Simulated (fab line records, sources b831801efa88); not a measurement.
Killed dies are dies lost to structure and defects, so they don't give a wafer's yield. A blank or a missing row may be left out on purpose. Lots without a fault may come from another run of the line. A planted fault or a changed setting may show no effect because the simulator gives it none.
A struck lot beside a sound one | flow gf180mcu | 16 steps out of a route of 602
Sound: wafers L460.1, L460.4, L460.6. Struck: wafers L461.1, L461.2, L461.6. The cause comes at the end.
At each step with rows: each side's tool, then ch and its chambers, then its first start. Under that, the readings that differ: sound wafers | struck wafers | difference of the means | sigmas: that difference in standard deviations of wafers without a fault.
alike: readings whose means differ by less than 2 such deviations, and words and numbers that are the same on both sides. not compared: withheld readings, readings that some wafer has no value for, bounds like >300 that may hide the same value, and numbers for which the record gives no deviation and whose values overlap.
The two part at a step that has a row with sigmas, a row that says differs or no value, or rows on one side only. Numbers that don't overlap but have no deviation are shown without sigmas and don't part them. A reading that every wafer of one side lacks parts them only if that side has two wafers or more.

GF_STI_THK_MEAS_02:
  sound on film_metro-04, day 2 03:13; struck on film_metro-02, day 2 07:39
  alike: STI_OXIDATION_THK
then, 1 step without rows for these wafers: GF_STI_CVD_03 (deposits Si3N4 from DCS/NH3, target thk 207.16 nm, time 3551 s).
GF_STI_THK_MEAS_04:
  sound on film_metro-04, day 2 06:15; struck on film_metro-02, day 2 10:41
  alike: STI_CVD_03_THK
then, 7 steps without rows for these wafers: GF_STI_DEHYDRATE_05 (time 60 s); GF_STI_HMDS_06 (prime time 60 s); GF_STI_COAT_07 (resist thk 696.2 nm); GF_STI_SOFTBAKE_08 (time 60 s); GF_STI_EXPOSE_09 (exposes mask COMP, target cd 220 nm); GF_STI_PEB_10 (peb time 90 s); GF_STI_DEVELOP_11 (develop time 60 s).
GF_STI_CD_MEAS_12: target cd 220 nm.
  sound on cd_sem-01, day 2 18:28; struck on cd_sem-02, day 2 22:41
  reading    | sound             | struck            | difference | sigmas
  cd_nm (nm) | 218.5 218.3 218.2 | 220.8 220.8 220.4 | +2.3       | +2
GF_STI_ETCH_13: etches the open film in CHF3/O2, stops on Si, target depth 282.31 nm, time 112.9 s.
  sound on rie_diel-02 ch 0,1,3, day 2 18:35; struck on rie_diel-01 ch 1,2,3, day 2 22:48
  alike: O2_flow_sccm, bias_w, chamber_pressure_mTorr, drypump_motor_current_A, oes_product_au, throttle_valve_pct
  not compared: rf_hours_counter_h
GF_STI_ETCH_14: etches Si in HBr/Cl2/O2, target depth 360 nm, time 102.9 s.
  sound on rie_si-01 ch 1,2,3, day 2 18:40; struck on rie_si-01 ch 2,3, day 2 22:53
  no value came back on the struck wafers for any of 7 readings (HBr_flow_sccm (sccm), O2_flow_sccm (sccm) and others); on the sound wafers HBr_flow_sccm (sccm) reads 150.4 150.0 150.3
  reading                              | sound             | struck            | difference | sigmas
  model.KrF_of_STI_COAT_07.thk_nm (nm) | 318.4 301.8 320.8 | 426.4 435.5 425.1 | +115.3     |
  not compared: rf_hours_counter_h
GF_STI_STRIP_15: strips in O2/N2.
  sound on plasma_asher-01 ch 0,1, day 2 18:45; struck on plasma_asher-01 ch 0,1, day 2 22:57
  reading                      | sound             | struck            | difference | sigmas
  oes_product_au (a.u.)        | 0.393 0.371 0.380 | 0.430 0.425 0.430 | +0.047     | +9
  strip_time_to_endpoint_s (s) | 3.71 3.52 3.73    | 4.81 4.91 4.81    | +1.19      | +17
  alike: chamber_pressure_mTorr, drypump_motor_current_A, heater_power_w
  not compared: rf_hours_counter_h
then, 1 step without rows for these wafers: GF_STI_CLEAN_16 (cleans in dHF, time 25 s).
-- the record jumps here: 28 days lie between the struck wafers' starts before and after (it left off in module STI and takes up again in module PASSIVATION, whose first step shown is number 602 of the route) --
GF_PASSIVATION_PROBE_99:
  the record has rows for the struck wafers here (prober-02, day 30 18:33) and none for the sound ones

WHERE THEY PART
First at GF_STI_CD_MEAS_12; last, within this record, at GF_PASSIVATION_PROBE_99.

WHY: what the simulator had put in
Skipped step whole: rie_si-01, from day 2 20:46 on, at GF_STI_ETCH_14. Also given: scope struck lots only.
